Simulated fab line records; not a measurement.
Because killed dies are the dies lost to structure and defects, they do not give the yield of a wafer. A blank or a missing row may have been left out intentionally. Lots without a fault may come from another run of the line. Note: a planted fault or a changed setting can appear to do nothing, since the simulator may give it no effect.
The same fault as seen by 2 desks | flow gf180mcu | each desk has only its own numbers; what lay behind them comes last

== METROLOGY DESK ==
Lot by lot, what the gauges showed, no matter which tool ran the lot: averages of those sampled wafers that carry a number. Marked OUT: a lot whose mean sits more than 4 standard deviations from the usual mean, which makes it out of limits; the brackets give that distance.
Columns: A = MVPSD_OVL at GF_MVPSD_OVL_MEAS_07, usual 0.6 nm; B = VT_IMPLANT_2_TW at GF_VT_IMPLANT_TW_MEAS_21, usual 1226
lot  | first seen here | A    | B
L585 | day 5 10:31     | 0.0  | 1216
L588 | day 6 03:52     | -1.8 | 1234
L592 | day 7 03:26     | -0.7 | 1214
L594 | day 7 14:02     | -0.8 | 1239
L595 | day 7 19:32     | 1.6  | 1211
L596 | day 8 02:54     | 1.4  | 1233
L597 | day 8 09:57     | -1.2 | 1212
L600 | day 8 21:12     | 1.1  | 1237
L601 | day 9 04:57     | 1.5  | 1229
L604 | day 10 00:51    | 0.7  | 1280 (+4.9) OUT
L605 | day 10 07:04    | -0.1 | 1283 (+5.2) OUT
L606 | day 10 11:57    | 0.7  | 1279 (+4.8) OUT
L607 | day 10 17:37    | -0.3 | 1239
This desk reports L604, L605, L606 out of limits; the earliest was L604 at day 11 13:48 (VT_IMPLANT_2_TW at GF_VT_IMPLANT_TW_MEAS_21). L585, L588, L592, L594, L595, L596, L597, L600, L601, L607: within limits.

== FOR THE TOOL OWNER'S DESK: implanter-01 ==
The tool's own readings at GF_VT_IMPLANT_IMPLANT_19: means of the sampled wafers that have a number, for each lot that ran on this tool. Marked OUT: a lot whose mean sits more than 4 standard deviations from the usual mean, which makes it out of limits; the brackets give that distance.
Columns: A = beam-energy-keV at GF_VT_IMPLANT_IMPLANT_19, usual 99.996
lot  | first seen here | A
L592 | day 8 11:07     | 100.002
L594 | day 8 23:08     | 100.030
L597 | day 9 20:46     | 99.961
L600 | day 10 08:37    | 100.025
L601 | day 10 16:58    | 99.972
L604 | day 11 13:33    | 112.757 (+99 or more) OUT
L605 | day 11 19:45    | 112.753 (+99 or more) OUT
L606 | day 12 02:14    | 112.757 (+99 or more) OUT
This desk's verdict: out of limits on L604, L605, L606, starting with L604 at day 11 13:33 (beam-energy-keV at GF_VT_IMPLANT_IMPLANT_19). L592, L594, L597, L600, L601: within limits.

== ALL TOGETHER ==
An alarm could have come from the tool owner's desk at day 11 13:33, on L604, L605, L606.
The metrology desk could have raised an alarm at day 11 13:48, on L604, L605, L606.
On implanter-01, each named lot ran GF_VT_IMPLANT_IMPLANT_19.

== WHAT THE SIMULATOR HAD PUT IN ==
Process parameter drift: implanter-01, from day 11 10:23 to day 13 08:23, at GF_VT_IMPLANT_IMPLANT_19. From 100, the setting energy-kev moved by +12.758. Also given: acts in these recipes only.
Struck lots among those shown: L604, L605, L606.
Hours from the fault's start to each desk's first reading out of limits: the tool owner's desk, 3; the metrology desk, 3.
